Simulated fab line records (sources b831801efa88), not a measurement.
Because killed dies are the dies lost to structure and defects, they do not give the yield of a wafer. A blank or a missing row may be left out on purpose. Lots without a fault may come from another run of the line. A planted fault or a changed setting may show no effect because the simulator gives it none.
Struck lot and sound lot, side by side    flow sky130    15 steps out of a route of 708
Sound: the wafers L660.2, L660.5, L660.6. Wafers L667.1, L667.5, L667.6 were the ones struck. The cause comes at the end.
For every step that has rows: the tool of each side, followed by ch and its chambers, followed by its first start. Under that, the readings that differ: sound wafers    struck wafers    difference of the means    sigmas: that difference in standard deviations of wafers without a fault.
alike: readings whose means differ by less than 2 such deviations, and words and numbers that are the same on both sides. not compared: withheld readings, readings that some wafer has no value for, bounds like >300 that may hide the same value, and numbers for which the record gives no deviation and whose values overlap.
The two part at a step that has a row with sigmas, a row that says differs or no value, or rows on one side only. Non-overlapping numbers with no deviation appear without sigmas and do not part them. Lack of a reading on every wafer of one side parts them only where that side has two or more wafers.

SKY_VIA2_OVL_MEAS_13:
  sound: overlay-02 at day 37 17:04; struck: overlay-02 at day 39 17:19
  alike: VIA2_OVL
then, 1 step without rows for these wafers: SKY_VIA2_ETCH_14 (etches BARC in N2/H2, stops on SiO2, time 45.9 s, target depth 60 nm).
SKY_VIA2_ETCH_15: etches SiO2 in C4F8/O2/Ar, stops on TiN, target depth 546 nm, time 84 s.
  sound on rie_diel-01 ch 1,2, day 37 17:08; struck on rie_diel-03 ch 0,3, day 39 17:23
  alike: oes_product_au
SKY_VIA2_STRIP_16: strips in O2/N2.
  sound on plasma_asher-03 ch 0,1, day 37 17:12; struck on plasma_asher-04 ch 0,1, day 39 17:27
  alike: drypump_motor_current_A, oes_product_au, strip_time_to_endpoint_s
  not compared: rf_hours_counter_h
then, 3 steps without rows for these wafers: SKY_VIA2_STRIP_17 (strips in post etch residue remover, time 1200 s); SKY_VIA2_CLEAN_18 (cleans in IPA, time 180 s); SKY_VIA2_CLEAN_19 (cleans in O3/DIW).
SKY_VIA2_SPUTTER_20: material TiN, target thk 20 nm, time 80 s.
  sound: pvd_sputter-04 at day 37 17:48; struck: pvd_sputter-03 at day 39 18:04
  alike: chamber_pressure_pa, throttle_valve_pct
SKY_VIA2_CVD_21: deposits W, target thk 420 nm, time 126.4 s.
  sound on cvd_w-02 ch 0,1, day 37 17:52; struck on cvd_w-01 ch 0,1, day 39 18:08
  alike: heater_power_w
SKY_VIA2_RS_MEAS_22: a four-point-probe measurement.
  sound: film_metro-02 at day 37 18:01; struck: film_metro-03 at day 39 18:16
  alike: VIA2_W_RS
SKY_VIA2_THK_MEAS_23: measures by xrf.
  sound: film_metro-02 at day 37 18:07; struck: film_metro-03 at day 39 18:23
  alike: VIA2_W_THK
then, 1 step without rows for these wafers: SKY_VIA2_CMP_24 (polishes, stops on SiO2, t overpolish 20 s, target thk 0 nm).
SKY_METAL3_SPUTTER_00: material Ti, target thk 15 nm, time 10 s.
  sound: pvd_sputter-01 at day 37 18:28; struck: pvd_sputter-01 at day 39 18:44
reading                                    sound              struck             difference  sigmas
model.Ti_of_METAL3_SPUTTER_00.thk_nm (nm)  15.01 15.08 15.05  24.59 24.48 24.53  +9.49       
  alike: chamber_pressure_pa, throttle_valve_pct
SKY_METAL3_SPUTTER_01: material TiN, target thk 20 nm, time 16.7 s.
  sound: pvd_sputter-01 at day 37 18:29; struck: pvd_sputter-01 at day 39 18:46
  alike: chamber_pressure_pa, throttle_valve_pct
SKY_PAD_OPEN_PROBE_99:
  the record holds rows for the sound wafers here (prober-01, day 46 23:02) but none for the struck ones

## WHERE THEY PART
At SKY_PAD_OPEN_PROBE_99 and nowhere else, as far as this record goes.

WHY: the cause the simulator had injected
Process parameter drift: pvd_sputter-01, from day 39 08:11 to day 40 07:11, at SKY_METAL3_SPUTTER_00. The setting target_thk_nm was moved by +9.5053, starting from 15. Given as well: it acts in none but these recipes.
